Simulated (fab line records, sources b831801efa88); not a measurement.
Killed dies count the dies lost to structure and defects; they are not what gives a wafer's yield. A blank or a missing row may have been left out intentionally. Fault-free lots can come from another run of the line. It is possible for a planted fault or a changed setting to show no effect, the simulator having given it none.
Tool commonality check :: flow sky130 :: Lots sampled 13, wafers sampled 39

== WHY IT WAS OPENED ==
On 2 of the 13 lots, a flag is raised at SKY_FIELD_ISO_CD_MEAS_13 on the reading cd_nm. Wafers without a fault read 149.8 nm, standard deviation 1.3.
Rule: a lot is flagged when every wafer of it that has a number lies more than 4 standard deviations from that mean, or none has a number. The other lots count as sound.

lot: L906
measured: day 2 06:16
on: cd_sem-02
cd_nm (nm), wafer by wafer: 150.5 150.0 149.8
flag: 

lot: L908
measured: day 2 14:43
on: cd_sem-01
cd_nm (nm), wafer by wafer: 148.2 148.5 150.4
flag: 

lot: L909
measured: day 2 21:04
on: cd_sem-02
cd_nm (nm), wafer by wafer: 150.1 150.1 150.1
flag: 

lot: L910
measured: day 3 02:36
on: cd_sem-01
cd_nm (nm), wafer by wafer: 149.6 149.3 149.5
flag: 

lot: L911
measured: day 3 09:10
on: cd_sem-02
cd_nm (nm), wafer by wafer: 151.9 151.1 150.7
flag: 

lot: L912
measured: day 3 12:46
on: cd_sem-01
cd_nm (nm), wafer by wafer: 149.9 149.6 149.8
flag: 

lot: L914
measured: day 3 21:56
on: cd_sem-02
cd_nm (nm), wafer by wafer: 147.8 148.3 146.5
flag: 

lot: L915
measured: day 4 03:20
on: cd_sem-02
cd_nm (nm), wafer by wafer: 151.5 152.8 152.1
flag: 

lot: L916
measured: day 4 08:22
on: cd_sem-01
cd_nm (nm), wafer by wafer: 148.4 150.2 150.7
flag: 

lot: L917
measured: day 4 13:54
on: cd_sem-01
cd_nm (nm), wafer by wafer: 148.5 149.4 149.2
flag: 

lot: L918
measured: day 4 21:11
on: cd_sem-02
cd_nm (nm), wafer by wafer: 152.7 152.7 150.8
flag: 

lot: L921
measured: day 5 11:14
on: cd_sem-02
cd_nm (nm), wafer by wafer: 111.5 110.7 112.3
flag: FLAGGED

lot: L925
measured: day 6 07:45
on: cd_sem-02
cd_nm (nm), wafer by wafer: 120.8 120.0 120.2
flag: FLAGGED
The mean of the flagged lots' numbers is 115.9 nm, -33.9 nm from the usual (-26 standard deviations).

== WHICH TOOL EACH LOT WENT THROUGH ==
The record keeps 1 process step preceding the reading, out of 708 steps on the route. Every cell lists first the tool, next ch and the chambers used by the sampled wafers, and last the start.
lot: L906
flag: 
SKY_FIELD_ISO_EXPOSE_10: krf_scanner-02 ch 0, day 1 22:37

lot: L908
flag: 
SKY_FIELD_ISO_EXPOSE_10: krf_scanner-01 ch 0, day 2 07:33

lot: L909
flag: 
SKY_FIELD_ISO_EXPOSE_10: krf_scanner-01 ch 0, day 2 13:46

lot: L910
flag: 
SKY_FIELD_ISO_EXPOSE_10: krf_scanner-02 ch 0, day 2 18:26

lot: L911
flag: 
SKY_FIELD_ISO_EXPOSE_10: krf_scanner-01 ch 0, day 3 00:39

lot: L912
flag: 
SKY_FIELD_ISO_EXPOSE_10: krf_scanner-02 ch 0, day 3 05:05

lot: L914
flag: 
SKY_FIELD_ISO_EXPOSE_10: krf_scanner-02 ch 0, day 3 13:55

lot: L915
flag: 
SKY_FIELD_ISO_EXPOSE_10: krf_scanner-01 ch 0, day 3 19:29

lot: L916
flag: 
SKY_FIELD_ISO_EXPOSE_10: krf_scanner-01 ch 0, day 4 00:37

lot: L917
flag: 
SKY_FIELD_ISO_EXPOSE_10: krf_scanner-02 ch 0, day 4 05:11

lot: L918
flag: 
SKY_FIELD_ISO_EXPOSE_10: krf_scanner-02 ch 0, day 4 12:46

lot: L921
flag: FLAGGED
SKY_FIELD_ISO_EXPOSE_10: krf_scanner-01 ch 0, day 5 02:04

lot: L925
flag: FLAGGED
SKY_FIELD_ISO_EXPOSE_10: krf_scanner-01 ch 0, day 5 23:01
What these steps do:
- SKY_FIELD_ISO_EXPOSE_10: exposes mask FOM, target cd 150 nm.
- SKY_FIELD_ISO_CD_MEAS_13: target cd 150 nm.

== FLAGGED AGAINST TOTAL, ONE TOOL AT A TIME (gauges that did the reading follow at the end) ==
step: SKY_FIELD_ISO_EXPOSE_10
tool: krf_scanner-01
lots run: 7
flagged: 2
share of the flagged lots: all
sound lots run after its first flagged lot: 0

step: SKY_FIELD_ISO_EXPOSE_10
tool: krf_scanner-02
lots run: 6
flagged: 0
share of the flagged lots: none
sound lots run after its first flagged lot: -

step: SKY_FIELD_ISO_CD_MEAS_13
tool: cd_sem-01
lots run: 5
flagged: 0
share of the flagged lots: none
sound lots run after its first flagged lot: -

step: SKY_FIELD_ISO_CD_MEAS_13
tool: cd_sem-02
lots run: 8
flagged: 2
share of the flagged lots: all
sound lots run after its first flagged lot: 0

== WHAT THE TABLE PERMITS ==
In 2 table rows, all flagged lots were run: krf_scanner-01 (SKY_FIELD_ISO_EXPOSE_10), cd_sem-02 (SKY_FIELD_ISO_CD_MEAS_13).
- krf_scanner-01 at SKY_FIELD_ISO_EXPOSE_10: 2 of its 7 lots flagged. It ran its last sound lot, L916, at day 4 00:37 and its first flagged lot, L921, at day 5 02:04: a fault with its onset between the two fits. Its own readings (exposure_dose_mJ_cm2) fall more than 4 standard deviations out on all wafers of the flagged lots.
- cd_sem-02 at SKY_FIELD_ISO_CD_MEAS_13: 2 of its 8 lots flagged. It ran its last sound lot, L918, at day 4 21:11 and its first flagged lot, L921, at day 5 11:14: a fault with its onset between the two fits.
A lot count leaves these 2 tools indistinguishable: every one of them fits a fault beginning at some hour. More lots, or a look at what each step does to the wafer, might.

== WHAT HAD BEEN PUT IN BY THE SIMULATOR ==
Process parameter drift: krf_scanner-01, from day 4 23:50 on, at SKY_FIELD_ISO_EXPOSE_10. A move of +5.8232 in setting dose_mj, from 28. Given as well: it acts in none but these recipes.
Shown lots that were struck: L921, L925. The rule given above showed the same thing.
